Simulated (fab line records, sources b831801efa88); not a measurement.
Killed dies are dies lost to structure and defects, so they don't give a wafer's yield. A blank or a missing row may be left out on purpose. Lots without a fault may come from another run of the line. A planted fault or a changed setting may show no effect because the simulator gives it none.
fab line records | flow sky130
record lots=14 wafers=42 last_day=50
route steps=708 shown NWELL@64
lots that met no fault: from a run of the same line without faults
start_h: hours from the record's first day to the start of the lot's first wafer shown | wait_h: hours since the lot's step before | " the same as in the row above | L1.1+2: a row that stands for several wafers | - no value, or no start given | * or withheld: withheld | < > ~ a bound
route shown NAME@n: a module of which the file shows steps, and the number in the route of the first | usual: mean/standard deviation of fault-free wafers | same: alike in all rows | chamber/n: place in a boat | sites: the reading at each site | _std_site: their standard deviation | _edge_site: outer sites' mean less inner sites' | radius_mm: how far each site lies from the wafer's centre | mask NAME#n: copy n | behind: the tool/chamber that last shaped the wafer | hold: why the lot was held/for how many hours/how that ended | device: the transistor (n, p or np) that didn't switch | end of line: the same wafers' tests at the end of the route | a step without rows: its recipe alone | killed: dies lost to structure and defects at the first sort, not the wafer's yield | map: a wafer's dies, x killed, . not, _ none there
set.NAME: the setting as run; set.NAME@STEP: as run at that earlier step | model.NAME: the simulator's own value behind a step, which no gauge read
steps of the route over a sample of lots; a table a step, a row a wafer
services: from which hour (start_h, from the record's first day; less than 0 if before it) a tool's chamber was out of use, for how many hours, and why
## steps
# step SKY_NWELL_IMPLANT_11
# recipe species=P energy_kev=400 dose_cm2=1.9e+13 tilt_deg=withheld
# usual beam_energy_keV=400.02/0.11 end_station_pressure_torr=5.05e-06/2.7e-07 faraday_current_uA=106.9/2.1
# columns lot.wafer tool chamber start_h wait_h beam_energy_keV end_station_pressure_torr faraday_current_uA
L163.3 implanter-02 0 85.65 0.1 399.92 4.9e-06 103.9
L163.4 " 0 " " 400.04 4.54e-06 102.9
L163.5 " 0 " " 399.80 4.88e-06 106.8
L164.1 implanter-02 0 93.64 0.0 399.94 5.01e-06 110.7
L164.5 " 0 " " 399.96 4.9e-06 105.8
L164.6 " 0 " " 400.19 5.66e-06 109.5
L165.3 implanter-02 0 94.99 0.1 282.50 5.05e-06 107.4
L165.4 " 0 " " 282.47 4.91e-06 111.7
L165.6 " 0 " " 282.35 5.14e-06 108.2
L166.1 implanter-02 0 98.50 0.0 282.47 5.08e-06 105.4
L166.2 " 0 " " 282.57 4.38e-06 104.0
L166.6 " 0 " " 282.39 5.51e-06 104.8
L172.2 implanter-04 0 147.17 0.0 399.95 4.66e-06 108.6
L172.4 " 0 " " 399.96 5.08e-06 105.6
L172.6 " 0 " " 399.85 5.1e-06 107.0
L175.3 implanter-01 0 157.20 0.1 400.04 4.92e-06 107.4
L175.4 " 0 " " 400.08 5.09e-06 110.6
L175.5 " 0 " " 399.93 5.54e-06 106.4
L176.2 implanter-01 0 166.32 0.0 399.88 5.55e-06 107.7
L176.4 " 0 " " 400.06 4.82e-06 104.5
L176.5 " 0 " " 399.95 4.83e-06 107.3
L177.1 implanter-04 0 172.70 0.0 400.02 4.76e-06 108.3
L177.5 " 0 " " 400.18 4.77e-06 107.6
L177.6 " 0 " " 400.16 4.87e-06 107.4
L179.1 implanter-02 0 178.40 0.0 400.10 4.95e-06 106.2
L179.5 " 0 " " 399.99 5.57e-06 104.4
L179.6 " 0 " " 399.98 5.11e-06 107.5
L181.2 implanter-02 0 188.32 0.0 399.67 5.3e-06 107.8
L181.3 " 0 " " 399.76 4.85e-06 105.2
L181.4 " 0 " " 399.77 5.41e-06 106.2
L182.1 implanter-02 0 201.00 0.0 400.06 4.79e-06 103.9
L182.3 " 0 " " 399.99 5.07e-06 110.4
L182.4 " 0 " " 400.04 4.85e-06 109.4
L183.2 implanter-02 0 208.02 0.0 399.99 4.75e-06 110.5
L183.4 " 0 " " 400.12 5.19e-06 107.8
L183.5 " 0 " " 400.23 4.9e-06 108.7
L185.2 implanter-01 0 213.84 0.1 400.07 5.03e-06 106.7
L185.4 " 0 " " 399.95 4.99e-06 106.6
L185.6 " 0 " " 400.13 5.09e-06 106.3
L184.2 implanter-04 0 214.18 0.0 399.97 5.04e-06 112.7
L184.4 " 0 " " 400.06 5.17e-06 109.4
L184.6 " 0 " " 400.22 5.21e-06 108.0
# step SKY_NWELL_TW_MEAS_15
# usual NWELL_TW=1822/21
# columns lot.wafer tool chamber start_h wait_h NWELL_TW
L163.3 film_metro-02 - 86.17 0.1 1815
L163.4 " - " " 1814
L163.5 " - " " 1821
L164.1 film_metro-01 - 94.19 0.1 1802
L164.5 " - " " 1799
L164.6 " - " " 1814
L165.3 film_metro-01 - 95.51 0.1 1729
L165.4 " - " " 1731
L165.6 " - " " 1740
L166.1 film_metro-04 - 99.05 0.1 1767
L166.2 " - " " 1763
L166.6 " - " " 1767
L172.2 film_metro-02 - 147.70 0.1 1807
L172.4 " - " " 1809
L172.6 " - " " 1799
L175.3 film_metro-02 - 157.72 0.1 1800
L175.4 " - " " 1809
L175.5 " - " " 1809
L176.2 film_metro-01 - 166.85 0.1 1800
L176.4 " - " " 1805
L176.5 " - " " 1800
L177.1 film_metro-01 - 173.25 0.1 1798
L177.5 " - " " 1804
L177.6 " - " " 1800
L179.1 film_metro-04 - 178.95 0.1 1849
L179.5 " - " " 1834
L179.6 " - " " 1849
L181.2 film_metro-04 - 188.85 0.1 1834
L181.3 " - " " 1836
L181.4 " - " " 1842
L182.1 film_metro-04 - 201.55 0.1 1851
L182.3 " - " " 1855
L182.4 " - " " 1848
L183.2 film_metro-04 - 208.55 0.1 1849
L183.4 " - " " 1845
L183.5 " - " " 1842
L185.2 film_metro-01 - 214.38 0.1 1784
L185.4 " - " " 1803
L185.6 " - " " 1786
L184.2 film_metro-04 - 214.71 0.1 1841
L184.4 " - " " 1837
L184.6 " - " " 1837
# step SKY_NWELL_RS_MEAS_29
# recipe thk_meas_gauge=four-point-probe
# usual NWELL_RS=624.8/1.5
# columns lot.wafer tool chamber start_h wait_h NWELL_RS[ohm/sq]
L163.3 film_metro-04 - 103.10 0.1 623.9
L163.4 " - " " 627.3
L163.5 " - " " 625.6
L164.1 film_metro-02 - 111.82 0.1 626.7
L164.5 " - " " 625.9
L164.6 " - " " 626.2
L165.3 film_metro-04 - 113.39 0.1 684.4
L165.4 " - " " 682.2
L165.6 " - " " 683.3
L166.1 film_metro-01 - 117.15 0.1 682.0
L166.2 " - " " 683.4
L166.6 " - " " 685.9
L172.2 film_metro-01 - 167.28 0.1 625.7
L172.4 " - " " 624.5
L172.6 " - " " 624.4
L175.3 film_metro-02 - 178.69 0.1 623.2
L175.4 " - " " 624.3
L175.5 " - " " 623.4
L176.2 film_metro-02 - 187.68 0.1 624.3
L176.4 " - " " 625.9
L176.5 " - " " 623.0
L177.1 film_metro-04 - 194.60 0.1 625.2
L177.5 " - " " 626.4
L177.6 " - " " 626.3
L179.1 film_metro-02 - 201.11 0.1 625.7
L179.5 " - " " 625.2
L179.6 " - " " 625.0
L181.2 film_metro-02 - 210.18 0.1 624.3
L181.3 " - " " 624.2
L181.4 " - " " 624.7
L182.1 film_metro-01 - 224.16 0.1 623.2
L182.3 " - " " 620.9
L182.4 " - " " 622.0
L183.2 film_metro-01 - 231.58 0.1 624.8
L183.4 " - " " 625.3
L183.5 " - " " 623.5
L185.2 film_metro-04 - 237.14 0.1 625.2
L185.4 " - " " 624.4
L185.6 " - " " 627.2
L184.2 film_metro-01 - 237.47 0.1 625.4
L184.4 " - " " 625.7
L184.6 " - " " 624.6
## services
# columns tool chamber start_h hours kind
implanter-02 - 128.96 1.2 repair
implanter-02 - 129.44 2.6 repair
implanter-01 - 163.69 2.1 repair
implanter-01 - 202.66 0.8 repair
implanter-02 - 208.53 16.3 pm
## key
first_sign step=SKY_NWELL_IMPLANT_11 reading=beam_energy_keV direction=down sigmas=99+ usual=* struck=*
effect step=SKY_NWELL_TW_MEAS_15 reading=NWELL_TW direction=down sigmas=3.5 usual=1822 struck=1750
effect step=SKY_NWELL_RS_MEAS_29 reading=NWELL_RS direction=up sigmas=40 usual=624.8 struck=683.5
met_at SKY_NWELL_IMPLANT_11
struck_lots L165,L166
tester_left_out L165,L166
onset_between 93.64 94.99
fault kind=process_parameter_drift tool=implanter-02 chamber=- onset_h=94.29 steps=SKY_NWELL_IMPLANT_11 channel=energy_kev offset=* shape=step end_h=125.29 acts_in=* stated=*
# tester_left_out: of these lots the tester's yield and bins aren't shown, on N5 and GAA mostly nor the transistor test; their killed dies are dies lost to structure and defects alone, not to doping, threshold or leakage, so they don't give the yield
